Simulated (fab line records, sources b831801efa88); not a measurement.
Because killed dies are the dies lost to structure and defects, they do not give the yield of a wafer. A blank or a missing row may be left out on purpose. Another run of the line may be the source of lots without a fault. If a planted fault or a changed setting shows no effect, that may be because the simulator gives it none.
Comparing a struck lot with a sound one ; flow sky130 ; 16 out of 708 route steps
Sound: these wafers, L611.1, L611.2, L611.5. The struck wafers were L613.2, L613.3, L613.4. At the end, the cause is stated.
Order at every step that has rows: each side's tool, ch and its chambers, its first start. Under that, the readings that differ: sound wafers ; struck wafers ; difference of the means ; sigmas: that difference in standard deviations of wafers without a fault.
alike: same words and numbers on both sides, and readings whose means sit less than 2 such deviations apart. not compared: any withheld reading, any reading some wafer has no value for, any bound like >300 that may hide the same value, and any number with overlapping values for which the record gives no deviation.
The two part at a step that has a row with sigmas, a row that says differs or no value, or rows on one side only. Non-overlapping numbers with no deviation appear without sigmas and do not part them. Lack of a reading on every wafer of one side parts them only where that side has two or more wafers.

SKY_NWELL_RS_MEAS_29: measurement is done with a four-point probe.
  sound: film-metro-04 at day 7 02:12; struck: film-metro-02 at day 7 21:27
  alike: NWELL_RS
SKY_NWELL_RS_MEAS_31: measurement is done with a four-point probe.
  sound: film-metro-04 at day 7 02:26; struck: film-metro-02 at day 7 21:41
  alike: PWDE_RS
then, 7 steps without rows for these wafers: SKY_VT_ADJUST_HVTP_DEHYDRATE_00 (time 60 s); SKY_VT_ADJUST_HVTP_HMDS_01 (prime time 60 s); SKY_VT_ADJUST_HVTP_COAT_02 (resist thk 1140 nm); SKY_VT_ADJUST_HVTP_SOFTBAKE_03 (time 60 s); SKY_VT_ADJUST_HVTP_EXPOSE_04 (exposes mask HVTPM, target cd 380 nm); SKY_VT_ADJUST_HVTP_PEB_05; SKY_VT_ADJUST_HVTP_DEVELOP_06 (develop time 60 s).
SKY_VT_ADJUST_HVTP_CD_MEAS_07 targets a cd of 380 nm.
  sound: cd-sem-02 at day 7 22:57; struck: cd-sem-01 at day 8 18:10
  alike: cd-nm
SKY_VT_ADJUST_HVTP_OVL_MEAS_08:
  sound: overlay-02 at day 7 23:04; struck: overlay-02 at day 8 18:16
  alike: VT_ADJUST_HVTP_OVL
SKY_VT_ADJUST_HVTP_IMPLANT_09:
  sound on implanter-03 ch 0, day 7 23:06; struck on implanter-03 ch 0, day 8 18:20
reading;sound;struck;difference;sigmas
dose-ions-cm2;4.305e+12 4.303e+12 4.301e+12;2.662e+12 2.665e+12 2.66e+12;-1.641e+12;-99 or more
faraday-current-uA;23.7 24.2 24.4;14.7 15.1 15.3;-9.1;-22
  alike: beam-on-s
SKY_VT_ADJUST_HVTP_STRIP_10: strips in O2/N2.
  sound on plasma-asher-01 ch 0,1, day 7 23:15; struck on plasma-asher-02 ch 0,1, day 8 18:27
  alike: drypump-motor-current-A, oes-product-au, strip-time-to-endpoint-s
  not compared: rf-hours-counter-h
SKY_VT_ADJUST_HVTP_TW_MEAS_11:
  sound: film-metro-03 at day 7 23:21; struck: film-metro-01 at day 8 18:34
reading;sound;struck;difference;sigmas
VT_ADJUST_HVTP_TW;1376 1376 1376;1148 1145 1143;-231;-10
then, 1 step without rows for these wafers: SKY_VT_ADJUST_LVTN_DEHYDRATE_00 (time 60 s).
SKY_PAD_OPEN_PROBE_99:
  the record has rows for the sound wafers here (prober-01, day 48 04:25) and none for the struck ones

WHERE THEY PART
Earliest at SKY_VT_ADJUST_HVTP_IMPLANT_09; latest, in this record, at SKY_PAD_OPEN_PROBE_99.

WHY: what the simulator had put in
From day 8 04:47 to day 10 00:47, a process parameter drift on implanter-03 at SKY_VT_ADJUST_HVTP_IMPLANT_09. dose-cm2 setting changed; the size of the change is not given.
